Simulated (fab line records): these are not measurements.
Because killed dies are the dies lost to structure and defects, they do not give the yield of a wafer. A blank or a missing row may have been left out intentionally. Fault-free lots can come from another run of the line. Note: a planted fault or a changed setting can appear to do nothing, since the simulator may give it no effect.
One fault through the eyes of 2 desks :: flow gf180mcu :: each desk holds nothing but its own numbers, with what lay behind them at the end

## DESK OF THE TOOL OWNER: rie metal-03
The tool's own readings at GF_TOP_METAL_METAL_ETCH_16 (etches the open film in Cl2/BCl3, stops on SiO2, target depth 1197 nm, time 199.5 s): means of the sampled wafers that have a number, for each lot that ran on this tool. Marked OUT: a lot whose mean sits more than 4 standard deviations from the usual mean, which makes it out of limits; the brackets give that distance.
Columns: A = bias w at GF_TOP_METAL_METAL_ETCH_16, usual 140.0 W; B = drypump motor current A at GF_TOP_METAL_METAL_ETCH_16, usual 5.8 A; C = oes product au at GF_TOP_METAL_METAL_ETCH_16, usual 0.993 a.u.; D = throttle valve pct at GF_TOP_METAL_METAL_ETCH_16, usual 28.228 %
lot: L849
first seen here: day 28 20:34
A: 140.4
B: 5.7
C: 0.990
D: 28.236

lot: L850
first seen here: day 29 00:01
A: 139.8
B: 5.8
C: 0.988
D: 28.221

lot: L855
first seen here: day 30 19:31
A: 140.5
B: 5.7
C: 0.993
D: 28.242

lot: L857
first seen here: day 31 08:16
A: 140.0
B: 5.7
C: 0.987
D: 28.231

lot: L859
first seen here: day 31 19:28
A: 126.5 (-40) OUT
B: 5.7
C: 0.975
D: 28.248

lot: L862
first seen here: day 32 17:50
A: 126.8 (-39) OUT
B: 5.8
C: 0.971
D: 28.249
This desk finds L859, L862 out of limits, L859 being first, at day 31 19:28 (bias w at GF_TOP_METAL_METAL_ETCH_16). Within limits: L849, L850, L855, L857.

## METROLOGY DESK
Means of the sampled wafers that have a number, per lot and without regard to the tool the lot ran on: this is what the gauges read. Marked OUT: a lot whose mean sits more than 4 standard deviations from the usual mean, which makes it out of limits; the brackets give that distance.
Columns: A = TOP_METAL_OVL at GF_TOP_METAL_OVL_MEAS_15, usual 0.9 nm
lot: L849
first seen here: day 28 20:32
A: -0.2

lot: L850
first seen here: day 28 23:59
A: 1.8

lot: L854
first seen here: day 30 18:05
A: 1.7

lot: L855
first seen here: day 30 19:29
A: 1.0

lot: L856
first seen here: day 30 23:29
A: 1.9

lot: L857
first seen here: day 31 08:14
A: 2.0

lot: L859
first seen here: day 31 19:26
A: 0.7

lot: L858
first seen here: day 31 19:56
A: 0.8

lot: L862
first seen here: day 32 17:44
A: 0.8

lot: L866
first seen here: day 33 11:17
A: -1.0

lot: L867
first seen here: day 33 17:35
A: -0.4

lot: L868
first seen here: day 33 20:55
A: -2.3
This desk's verdict: no lot among the 12 shows anything out of limits.

## BROUGHT TOGETHER
The tool owner's desk could have raised an alarm at day 31 19:28, on L859, L862.
Metrology desk: nothing out of limits seen.
The metrology desk holds a record of L859, L862, inside its limits.
GF_TOP_METAL_METAL_ETCH_16 was run on rie metal-03 by each of the lots named.

## WHAT THE SIMULATOR HAD PUT IN
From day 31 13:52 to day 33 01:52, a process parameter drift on rie metal-03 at GF_TOP_METAL_METAL_ETCH_16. The setting bias w was moved by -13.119, starting from 140. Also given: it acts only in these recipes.
Struck lots among those shown: L859, L862.
Hours from the fault's start to each desk's first reading out of limits: the tool owner's desk, 6.
